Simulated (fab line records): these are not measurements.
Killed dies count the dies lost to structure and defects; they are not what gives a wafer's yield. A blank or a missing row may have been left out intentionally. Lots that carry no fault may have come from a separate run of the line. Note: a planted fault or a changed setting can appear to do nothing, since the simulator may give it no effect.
fab line records ; flow sky130
[record] lots = 13; wafers = 39; lastDay = 50
route steps=708 shown CONTACT@406 VIA4@640 PAD_OPEN@708
lots untouched by any fault: they come from a run of this same line in which no faults occurred
startH: hours from the record's opening day to when the first of the lot's shown wafers began ; waitH: time in hours since the lot's previous step ; " unchanged from the row above ; L1.1+2: several wafers, shown together as one row ; - no value, or no start was given ; * or withheld: withheld ; < > ~ a bound
route shown NAME@n: names a module that has steps shown in the file, with the first one's number in the route ; usual: average and standard deviation across the fault-free wafers ; same: alike in all rows ; chamber/n: place in a boat ; sites: the reading at each site ; _std_site: how widely they spread, as a standard deviation ; _edge_site: the outer-site mean with the inner-site mean subtracted ; radiusMm: for every site, how far away it sits from the centre of the wafer ; mask NAME#n: copy n ; behind: the most recent tool/chamber to have shaped the wafer ; hold: the reason the lot was held/the length of the hold in hours/how it ended ; device: whichever transistor did not switch (one of n, p or np) ; end of line: at the end of the route, the tests of the same wafers ; for a step that has no rows: nothing shown but its recipe ; killed: the dies lost at the first sort to structure and to defects; this is not the yield of the wafer ; map: the dies of a wafer, with x for killed, . for not killed, _ for no die there
set.NAME: the run value of the setting; set.NAME@STEP: its run value at that earlier step ; model.NAME: the simulator's own value behind a step, which no gauge read
the route's steps for a sample of lots (tables are steps, rows are wafers)
services: a tool's chamber out of use, with start hour (startH, from the record's first day; less than 0 if before it), hours out, and reason
[[steps]]
[step SKY_CONTACT_CVD_00]
[recipe] material = Si3N4; targetThkNm = 75; tempC = 400; timeS = withheld; rfW = 450
[usual] heaterPowerW = 720/100
lot.wafer;tool;chamber;startH;waitH;heaterPowerW
L855.1;pecvd-04;0;702.98;0.0;792
L855.2;pecvd-04;1;702.98;0.0;951
L855.6;pecvd-04;2;702.98;0.0;569
L857.2;pecvd-02;0;718.29;0.0;787
L857.3;pecvd-02;2;718.29;0.0;591
L857.4;pecvd-02;1;718.29;0.0;835
L858.2;pecvd-03;2;732.21;0.0;667
L858.4;pecvd-03;0;732.21;0.0;652
L858.5;pecvd-03;1;732.21;0.0;715
L859.1;pecvd-04;0;737.78;0.0;690
L859.3;pecvd-04;1;737.78;0.0;967
L859.5;pecvd-04;2;737.78;0.0;544
L862.1;pecvd-02;0;768.88;0.0;711
L862.3;pecvd-02;2;768.88;0.0;600
L862.4;pecvd-02;2;768.88;0.0;593
L864.1;pecvd-04;1;779.74;0.0;876
L864.2;pecvd-04;2;779.74;0.0;646
L864.6;pecvd-04;2;779.74;0.0;643
L863.2;pecvd-03;2;786.89;0.0;673
L863.4;pecvd-03;1;786.89;0.0;623
L863.5;pecvd-03;0;786.89;0.0;720
L865.1;pecvd-02;2;788.74;0.0;547
L865.4;pecvd-02;0;788.74;0.0;817
L865.5;pecvd-02;1;788.74;0.0;754
L867.1;pecvd-03;0;802.84;0.0;756
L867.3;pecvd-03;2;802.84;0.0;673
L867.6;pecvd-03;1;802.84;0.0;664
L866.1;pecvd-04;0;809.08;0.0;788
L866.4;pecvd-04;0;809.08;0.0;785
L866.5;pecvd-04;2;809.08;0.0;526
L868.1;pecvd-02;2;821.03;0.0;654
L868.4;pecvd-02;0;821.03;0.0;760
L868.5;pecvd-02;2;821.03;0.0;636
L871.1;pecvd-04;1;834.95;0.0;873
L871.2;pecvd-04;2;834.95;0.0;602
L871.5;pecvd-04;1;834.95;0.0;882
L877.1;pecvd-04;2;895.63;0.0;627
L877.3;pecvd-04;0;895.63;0.0;753
L877.5;pecvd-04;0;895.63;0.0;743
[step SKY_VIA4_THK_MEAS_01]
[recipe] reads = SiO2_of_VIA4_HDPCVD_00
[usual] VIA4_HDPCVD_THK = 1751/22
lot.wafer;tool;chamber;startH;waitH;VIA4_HDPCVD_THK[nm]
L855.1;filmMetro-02;-;982.12;0.1;1738
L855.2;filmMetro-02;-;982.12;0.1;1714
L855.6;filmMetro-02;-;982.12;0.1;1747
L857.2;filmMetro-02;-;993.14;0.1;1699
L857.3;filmMetro-02;-;993.14;0.1;1728
L857.4;filmMetro-02;-;993.14;0.1;1721
L858.2;filmMetro-03;-;1004.52;0.1;1742
L858.4;filmMetro-03;-;1004.52;0.1;1739
L858.5;filmMetro-03;-;1004.52;0.1;1752
L859.1;filmMetro-03;-;1010.28;0.1;1736
L859.3;filmMetro-03;-;1010.28;0.1;1751
L859.5;filmMetro-03;-;1010.28;0.1;1724
L862.1;filmMetro-03;-;1035.53;0.1;1769
L862.3;filmMetro-03;-;1035.53;0.1;1740
L862.4;filmMetro-03;-;1035.53;0.1;1767
L864.1;filmMetro-02;-;1044.28;0.1;1738
L864.2;filmMetro-02;-;1044.28;0.1;1745
L864.6;filmMetro-02;-;1044.28;0.1;1719
L863.2;filmMetro-03;-;1050.35;0.1;1743
L863.4;filmMetro-03;-;1050.35;0.1;1745
L863.5;filmMetro-03;-;1050.35;0.1;1740
L865.1;filmMetro-03;-;1051.91;0.1;1776
L865.4;filmMetro-03;-;1051.91;0.1;1778
L865.5;filmMetro-03;-;1051.91;0.1;1757
L867.1;filmMetro-02;-;1064.11;0.1;1746
L867.3;filmMetro-02;-;1064.11;0.1;1754
L867.6;filmMetro-02;-;1064.11;0.1;1745
L866.1;filmMetro-02;-;1067.98;0.1;1777
L866.4;filmMetro-02;-;1067.98;0.1;1767
L866.5;filmMetro-02;-;1067.98;0.1;1783
L868.1;filmMetro-02;-;1077.38;0.1;1763
L868.4;filmMetro-02;-;1077.38;0.1;1751
L868.5;filmMetro-02;-;1077.38;0.1;1778
L871.1;filmMetro-03;-;1089.83;0.1;1742
L871.2;filmMetro-03;-;1089.83;0.1;1755
L871.5;filmMetro-03;-;1089.83;0.1;1782
L877.1;filmMetro-02;-;1135.10;0.1;1718
L877.3;filmMetro-02;-;1135.10;0.1;1732
L877.5;filmMetro-02;-;1135.10;0.1;1720
[step SKY_VIA4_OVL_MEAS_11]
[usual] VIA4_OVL = -0.3/1.3
lot.wafer;tool;chamber;startH;waitH;VIA4_OVL[nm]
L855.1;overlay-01;-;1006.47;0.1;-0.2
L855.2;overlay-01;-;1006.47;0.1;0.0
L855.6;overlay-01;-;1006.47;0.1;-0.7
L857.2;overlay-01;-;1016.88;0.1;0.9
L857.3;overlay-01;-;1016.88;0.1;0.4
L857.4;overlay-01;-;1016.88;0.1;1.8
L858.2;overlay-01;-;1027.73;0.1;-1.1
L858.4;overlay-01;-;1027.73;0.1;-2.5
L858.5;overlay-01;-;1027.73;0.1;-1.1
L859.1;overlay-02;-;1033.08;0.1;1.1
L859.3;overlay-02;-;1033.08;0.1;-1.4
L859.5;overlay-02;-;1033.08;0.1;0.9
L862.1;overlay-01;-;1058.12;0.1;-1.2
L862.3;overlay-01;-;1058.12;0.1;-1.5
L862.4;overlay-01;-;1058.12;0.1;-2.0
L864.1;overlay-02;-;1066.07;0.1;2.4
L864.2;overlay-02;-;1066.07;0.1;-0.6
L864.6;overlay-02;-;1066.07;0.1;2.0
L863.2;overlay-02;-;1071.88;0.1;-0.7
L863.4;overlay-02;-;1071.88;0.1;0.0
L863.5;overlay-02;-;1071.88;0.1;-1.2
L865.1;overlay-02;-;1073.48;0.1;-0.4
L865.4;overlay-02;-;1073.48;0.1;0.0
L865.5;overlay-02;-;1073.48;0.1;-1.0
L867.1;overlay-02;-;1085.37;0.1;0.8
L867.3;overlay-02;-;1085.37;0.1;-0.2
L867.6;overlay-02;-;1085.37;0.1;-0.2
L866.1;overlay-02;-;1089.33;0.1;-1.9
L866.4;overlay-02;-;1089.33;0.1;0.3
L866.5;overlay-02;-;1089.33;0.1;-0.3
L868.1;overlay-01;-;1097.82;0.1;3.3
L868.4;overlay-01;-;1097.82;0.1;-0.4
L868.5;overlay-01;-;1097.82;0.1;1.4
L871.1;overlay-01;-;1110.53;0.1;-0.5
L871.2;overlay-01;-;1110.53;0.1;1.4
L871.5;overlay-01;-;1110.53;0.1;-0.3
L877.1;overlay-02;-;1154.33;0.1;-1.6
L877.3;overlay-02;-;1154.33;0.1;1.5
L877.5;overlay-02;-;1154.33;0.1;0.2
[step SKY_VIA4_ETCH_12]
[recipe] target = SiO2; chemistry = C4F8/O2/Ar; stopOn = TiN; maskMaterial = NOVOLAK; sourceW = 1467; biasW = 1200; pressureMtorr = 40; c4f8FlowSccm = withheld; O2_flow_sccm = 6; Ar_flow_sccm = 300; timeS = withheld; targetDepthA = 5800
[usual] oesProductAu = 0.925/0.0049
lot.wafer;tool;chamber;startH;waitH;oesProductAu
L855.1;rieDiel-04;3;1006.51;0.0;0.923
L855.2;rieDiel-04;1;1006.51;0.0;0.926
L855.6;rieDiel-04;2;1006.51;0.0;0.929
L857.2;rieDiel-03;2;1016.91;0.0;0.933
L857.3;rieDiel-03;1;1016.91;0.0;0.923
L857.4;rieDiel-03;0;1016.91;0.0;0.930
L858.2;rieDiel-04;3;1027.76;0.0;0.925
L858.4;rieDiel-04;2;1027.76;0.0;0.926
L858.5;rieDiel-04;1;1027.76;0.0;0.923
L859.1;rieDiel-04;3;1033.12;0.0;0.924
L859.3;rieDiel-04;0;1033.12;0.0;0.924
L859.5;rieDiel-04;0;1033.12;0.0;0.922
L862.1;rieDiel-04;2;1058.16;0.0;0.923
L862.3;rieDiel-04;1;1058.16;0.0;0.929
L862.4;rieDiel-04;3;1058.16;0.0;0.925
L864.1;rieDiel-01;1;1066.11;0.0;0.925
L864.2;rieDiel-01;3;1066.11;0.0;0.918
L864.6;rieDiel-01;1;1066.11;0.0;0.923
L863.2;rieDiel-04;2;1071.91;0.0;0.919
L863.4;rieDiel-04;1;1071.91;0.0;0.927
L863.5;rieDiel-04;3;1071.91;0.0;0.922
L865.1;rieDiel-03;2;1073.52;0.0;0.926
L865.4;rieDiel-03;3;1073.52;0.0;0.926
L865.5;rieDiel-03;3;1073.52;0.0;0.926
L867.1;rieDiel-01;3;1085.41;0.0;0.925
L867.3;rieDiel-01;1;1085.41;0.0;0.937
L867.6;rieDiel-01;3;1085.41;0.0;0.916
L866.1;rieDiel-03;2;1089.37;0.0;0.926
L866.4;rieDiel-03;2;1089.37;0.0;0.924
L866.5;rieDiel-03;3;1089.37;0.0;0.921
L868.1;rieDiel-01;1;1097.86;0.0;0.930
L868.4;rieDiel-01;0;1097.86;0.0;0.917
L868.5;rieDiel-01;0;1097.86;0.0;0.927
L871.1;rieDiel-04;2;1110.57;0.0;0.934
L871.2;rieDiel-04;0;1110.57;0.0;0.923
L871.5;rieDiel-04;3;1110.57;0.0;0.927
L877.1;rieDiel-04;2;1154.37;0.0;0.927
L877.3;rieDiel-04;3;1154.37;0.0;0.925
L877.5;rieDiel-04;2;1154.37;0.0;0.926
[step SKY_PAD_OPEN_PROBE_99]
[usual] killed_at_M0_to_M3 = 42/6.9; killed_at_M4_up = 3.2/1.7; killedAtContacts = 25/5.1; killedAtFrontEnd = 15/4.5; killedAtOther = 0.4/0.63; killedDies = 86/9.3; killedOnRim = 17/3.9; killedOpen = 46/7; killedShort = 39/6.9
[same] grossDies = 492; killedAtBackSide = 0
lot.wafer;tool;chamber;startH;waitH;killed_at_M0_to_M3;killed_at_M4_up;killedAtContacts;killedAtFrontEnd;killedAtOther;killedDies;killedOnRim;killedOpen;killedShort
L862.1;prober-02;-;1124.90;0.1;47;3;25;15;0;90;13;50;40
L862.3;prober-02;-;1125.00;0.2;47;2;13;9;1;72;15;32;39
L862.4;prober-02;-;1125.05;0.2;48;5;20;6;0;79;15;43;36
L864.1;prober-01;-;1132.08;0.1;31;1;32;10;1;75;17;39;36
L864.2;prober-01;-;1132.13;0.1;33;6;22;23;0;84;14;48;35
L864.6;prober-01;-;1132.33;0.2;26;1;23;13;0;63;20;36;27
L865.1;prober-02;-;1138.55;0.1;56;6;22;8;0;92;14;46;45
L865.4;prober-02;-;1138.70;0.2;54;4;29;12;0;99;23;42;56
L865.5;prober-02;-;1138.75;0.2;46;4;26;11;0;87;14;39;47
L867.1;prober-01;-;1149.63;0.1;48;3;27;13;1;92;24;44;48
L867.3;prober-01;-;1149.73;0.2;48;5;17;10;0;80;17;51;29
L867.6;prober-01;-;1149.88;0.2;39;1;23;12;0;75;11;46;29
L866.1;prober-02;-;1153.53;0.1;31;5;28;20;0;84;14;41;42
L866.4;prober-02;-;1153.68;0.2;32;4;37;13;0;86;20;50;35
L866.5;prober-02;-;1153.73;0.2;47;3;24;17;0;91;16;50;40
L868.1;prober-01;-;1161.53;0.1;41;3;28;18;0;90;17;46;44
L868.4;prober-01;-;1161.68;0.2;36;3;21;14;0;74;17;45;29
L868.5;prober-01;-;1161.73;0.2;29;4;32;15;0;80;20;45;35
L877.1;prober-01;-;1208.03;0.1;41;0;30;17;0;88;18;43;45
L877.3;prober-01;-;1208.13;0.2;53;2;63;14;1;133;32;47;44
L877.5;prober-01;-;1208.23;0.2;36;1;61;12;0;110;25;39;28
// killed by level:class
L862.1 LI_CONTACT:geometricParticle:open=10 VIA1:geometricParticle:open=9 CONTACT:geometricParticle:open=8 VIA2:geometricParticle:open=7 VIA3:geometricParticle:open=7 METAL2:geometricParticle:short=6 METAL3:geometricParticle:short=6 FIELD_ISO:geometricParticle:short=4
L862.3 VIA1:geometricParticle:open=10 METAL1:geometricParticle:short=8 METAL2:geometricParticle:short=5 CONTACT:geometricParticle:open=5 VIA3:geometricParticle:open=5 VIA1:geometricParticle:short=5 VIA3:geometricParticle:short=4 POLY_GATE:geometricParticle:short=3
L862.4 CONTACT:geometricParticle:open=13 METAL1:geometricParticle:short=9 METAL2:geometricParticle:short=8 VIA1:geometricParticle:short=5 VIA2:geometricParticle:open=5 METAL3:geometricParticle:short=5 LI_CONTACT:geometricParticle:open=4 VIA1:geometricParticle:open=4
L864.1 CONTACT:geometricParticle:open=12 CONTACT:geometricParticle:short=9 VIA3:geometricParticle:open=6 LI_CONTACT:geometricParticle:open=5 VIA1:geometricParticle:short=5 VIA1:geometricParticle:open=5 METAL1:geometricParticle:short=4 POLY_GATE:geometricParticle:short=3
L864.2 VIA1:geometricParticle:open=12 CONTACT:geometricParticle:open=8 POLY_GATE:geometricParticle:open=7 FIELD_ISO:geometricParticle:short=6 LI_CONTACT:geometricParticle:open=6 FIELD_ISO:geometricParticle:open=5 CONTACT:geometricParticle:short=5 METAL2:geometricParticle:short=5
L864.6 CONTACT:geometricParticle:open=10 CONTACT:geometricParticle:short=7 VIA1:geometricParticle:open=7 POLY_GATE:geometricParticle:short=5 VIA3:geometricParticle:short=4 VIA3:geometricParticle:open=4 FIELD_ISO:geometricParticle:open=3 POLY_GATE:geometricParticle:open=3
L865.1 VIA1:geometricParticle:open=14 CONTACT:geometricParticle:open=10 METAL1:geometricParticle:short=9 VIA3:geometricParticle:open=6 VIA1:geometricParticle:short=5 METAL2:geometricParticle:short=5 METAL3:geometricParticle:short=5 LI_CONTACT:geometricParticle:open=4
L865.4 METAL1:geometricParticle:short=11 CONTACT:geometricParticle:open=10 VIA1:geometricParticle:open=9 CONTACT:geometricParticle:short=8 METAL2:geometricParticle:short=7 LI_CONTACT:geometricParticle:open=5 LOCAL_INTERCONNECT:geometricParticle:short=5 METAL2:geometricParticle:open=5
L865.5 VIA1:geometricParticle:open=8 METAL2:geometricParticle:short=8 VIA2:geometricParticle:open=8 POLY_GATE:geometricParticle:short=7 CONTACT:geometricParticle:open=7 METAL1:geometricParticle:short=7 LI_CONTACT:geometricParticle:open=6 CONTACT:geometricParticle:short=6
L867.1 VIA1:geometricParticle:open=11 VIA3:geometricParticle:open=9 METAL1:geometricParticle:short=8 LOCAL_INTERCONNECT:geometricParticle:short=7 CONTACT:geometricParticle:short=6 CONTACT:geometricParticle:open=6 LI_CONTACT:geometricParticle:open=5 VIA1:geometricParticle:short=5
L867.3 VIA1:geometricParticle:open=15 VIA2:geometricParticle:open=9 VIA1:geometricParticle:short=7 LI_CONTACT:geometricParticle:open=7 VIA3:geometricParticle:open=6 CONTACT:geometricParticle:open=4 VIA3:geometricParticle:short=4 METAL4:geometricParticle:short=4
L867.6 VIA1:geometricParticle:open=10 CONTACT:geometricParticle:open=9 VIA3:geometricParticle:open=7 LI_CONTACT:geometricParticle:open=5 VIA1:geometricParticle:short=5 FIELD_ISO:geometricParticle:short=4 CONTACT:geometricParticle:short=4 METAL2:geometricParticle:short=4
L866.1 CONTACT:geometricParticle:open=9 FIELD_ISO:geometricParticle:open=7 CONTACT:geometricParticle:short=7 FIELD_ISO:geometricParticle:short=6 VIA1:geometricParticle:open=6 LOCAL_INTERCONNECT:geometricParticle:short=6 METAL2:geometricParticle:short=6 LI_CONTACT:geometricParticle:open=5
L866.4 CONTACT:geometricParticle:open=16 LI_CONTACT:geometricParticle:open=8 VIA2:geometricParticle:open=6 VIA1:geometricParticle:open=5 LI_CONTACT:geometricParticle:short=4 METAL2:geometricParticle:short=4 LOCAL_INTERCONNECT:geometricParticle:short=4 CONTACT:geometricParticle:short=4
L866.5 VIA1:geometricParticle:open=12 METAL1:geometricParticle:short=10 LI_CONTACT:geometricParticle:open=9 VIA2:geometricParticle:open=7 FIELD_ISO:geometricParticle:open=6 VIA3:geometricParticle:open=6 FIELD_ISO:geometricParticle:short=5 LOCAL_INTERCONNECT:geometricParticle:short=4
L868.1 CONTACT:geometricParticle:open=13 VIA1:geometricParticle:open=11 FIELD_ISO:geometricParticle:open=7 METAL2:geometricParticle:short=7 FIELD_ISO:geometricParticle:short=6 VIA1:geometricParticle:short=6 VIA2:geometricParticle:open=6 POLY_GATE:geometricParticle:short=4
L868.4 VIA2:geometricParticle:open=9 LI_CONTACT:geometricParticle:open=7 VIA3:geometricParticle:open=6 CONTACT:geometricParticle:open=6 FIELD_ISO:geometricParticle:open=5 VIA1:geometricParticle:short=5 POLY_GATE:geometricParticle:open=4 METAL1:geometricParticle:short=4
L868.5 CONTACT:geometricParticle:open=15 CONTACT:geometricParticle:short=8 FIELD_ISO:geometricParticle:short=7 VIA1:geometricParticle:open=7 VIA2:geometricParticle:open=5 LI_CONTACT:geometricParticle:open=5 VIA1:geometricParticle:short=5 FIELD_ISO:geometricParticle:open=4
L877.1 CONTACT:geometricParticle:open=12 VIA1:geometricParticle:open=9 LI_CONTACT:geometricParticle:open=8 METAL1:geometricParticle:short=8 LOCAL_INTERCONNECT:geometricParticle:short=5 VIA2:geometricParticle:open=5 VIA3:geometricParticle:short=5 FIELD_ISO:geometricParticle:short=4
L877.3 CONTACT:unspecified=42 VIA1:geometricParticle:open=15 METAL1:geometricParticle:short=10 CONTACT:geometricParticle:short=7 CONTACT:geometricParticle:open=6 VIA3:geometricParticle:open=6 METAL2:geometricParticle:short=5 VIA2:geometricParticle:open=5
L877.5 CONTACT:unspecified=43 VIA1:geometricParticle:open=8 VIA2:geometricParticle:open=6 VIA3:geometricParticle:open=6 CONTACT:geometricParticle:open=5 METAL2:geometricParticle:short=5 FIELD_ISO:geometricParticle:short=4 LI_CONTACT:geometricParticle:open=4
[[services]]
tool;chamber;startH;hours;kind
rieDiel-03;-;694.89;0.8;repair
rieDiel-04;-;704.10;2.8;pm
pecvd-02;-;704.72;1.2;repair
pecvd-03;2;712.44;6.7;repair
rieDiel-03;2;728.07;1.2;repair
rieDiel-04;-;728.15;76.0;repair
rieDiel-04;3;745.12;5.5;repair
rieDiel-04;-;761.17;1.8;repair
pecvd-02;1;775.08;12.6;repair
pecvd-02;-;777.54;10.3;repair
pecvd-02;-;816.89;1.2;repair
pecvd-02;-;831.91;0.8;repair
rieDiel-04;-;854.65;0.6;repair
rieDiel-04;1;860.03;1.4;repair
rieDiel-04;3;939.36;9.7;repair
pecvd-04;-;954.02;1.1;repair
pecvd-04;-;971.70;0.8;pm
rieDiel-04;3;985.38;8.4;repair
rieDiel-04;1;1030.59;3.0;repair
pecvd-04;-;1058.65;0.5;repair
pecvd-04;-;1063.52;0.4;repair
rieDiel-04;3;1073.49;4.2;repair
pecvd-02;-;1120.93;2.8;pm
rieDiel-04;0;1152.60;13.1;repair
[[key]]
[firstSign] step = SKY_PAD_OPEN_PROBE_99; reading = killedAtContacts; direction = up; sigmas = 7.2; usual = 25; struck = 62
[effect] step = SKY_PAD_OPEN_PROBE_99; reading = killedDies; direction = up; sigmas = 3.8; usual = 86; struck = 122
metAt SKY_CONTACT_CVD_00
struckLots L877
struckWafers L877.3,L877.5
testerLeftOut L877
notActingAt SKY_VIA4_THK_MEAS_01,SKY_VIA4_OVL_MEAS_11,SKY_VIA4_ETCH_12
onsetBetween 809.08 895.63
[fault] kind = chamberParticleSource; tool = pecvd-04; chamber = 0; onsetH = 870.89; steps = SKY_CONTACT_CVD_00; ratePerVisitCm2 = 2.1231; endH = 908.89
// testerLeftOut: of these lots the tester's yield and bins aren't shown, on N5 and GAA mostly nor the transistor test; their killed dies are dies lost to structure and defects alone, not to doping, threshold or leakage, so they don't give the yield
